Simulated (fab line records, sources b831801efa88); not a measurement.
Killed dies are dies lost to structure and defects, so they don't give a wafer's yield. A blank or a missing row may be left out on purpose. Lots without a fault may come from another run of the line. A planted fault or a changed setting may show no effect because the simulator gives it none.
One fault seen from 2 desks | flow gf180mcu | each desk has only its own numbers; what lay behind them comes last

THE METROLOGY DESK
What the gauges read, lot by lot, whatever tool the lot ran on: means of the sampled wafers that have a number. A lot is out of limits, marked OUT, if its mean lies more than 4 standard deviations from the usual mean; the brackets give that distance.
Columns: A = CONTACT_CVD_00_THK at GF_CONTACT_THK_MEAS_01, usual 301 nm
lot  | first seen here | A
L498 | day 15 03:39    | 295
L499 | day 15 23:38    | 299
L500 | day 16 06:01    | 302
L501 | day 16 12:43    | 296
L503 | day 17 15:19    | 302
L507 | day 18 16:26    | 297
L508 | day 19 05:58    | 301
L514 | day 21 05:07    | 304
L515 | day 21 13:39    | 303
L517 | day 22 04:54    | 303
L518 | day 22 12:34    | 305
L519 | day 23 00:38    | 301
L520 | day 23 04:19    | 296
L521 | day 23 13:39    | 306
This desk's finding: nothing out of limits on any of the 14 lots.

THE TOOL OWNER'S DESK: litho_track-02
The tool's own readings at GF_SAB_SOFTBAKE_05 (time 60 s): means of the sampled wafers that have a number, for each lot that ran on this tool. A lot is out of limits, marked OUT, if its mean lies more than 4 standard deviations from the usual mean; the brackets give that distance.
Columns: A = exhaust_pa at GF_SAB_SOFTBAKE_05, usual 45.0 Pa; B = heater_power_total_W at GF_SAB_SOFTBAKE_05, usual 56.59 W; C = run_length_s at GF_SAB_SOFTBAKE_05, usual 89.12 s
lot  | first seen here | A    | B               | C
L499 | day 15 11:28    | 45.3 | 56.57           | 89.21
L501 | day 16 00:26    | 45.3 | 56.59           | 89.24
L507 | day 18 02:58    | 45.5 | 57.31 (+17) OUT | 87.22 (-13) OUT
L508 | day 18 17:31    | 44.8 | 57.32 (+18) OUT | 87.27 (-12) OUT
L517 | day 21 16:01    | 45.1 | 56.63           | 89.05
This desk's finding: out of limits on L507, L508; first on L507, day 18 02:58 (heater_power_total_W at GF_SAB_SOFTBAKE_05). In limits: L499, L501, L517.

PUT TOGETHER
The tool owner's desk could have raised an alarm at day 18 02:58, on L507, L508.
The metrology desk saw nothing out of limits.
The metrology desk has L507, L508 on record, within its limits.
Of the lots named, all ran GF_SAB_SOFTBAKE_05 on litho_track-02.

WHAT THE SIMULATOR HAD PUT IN
Process parameter drift: litho_track-02, from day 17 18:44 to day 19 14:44, at GF_SAB_SOFTBAKE_05. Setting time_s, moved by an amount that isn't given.
Lots struck among those shown: L507, L508.
Hours from the fault's start to each desk's first reading out of limits: the tool owner's desk, 8.
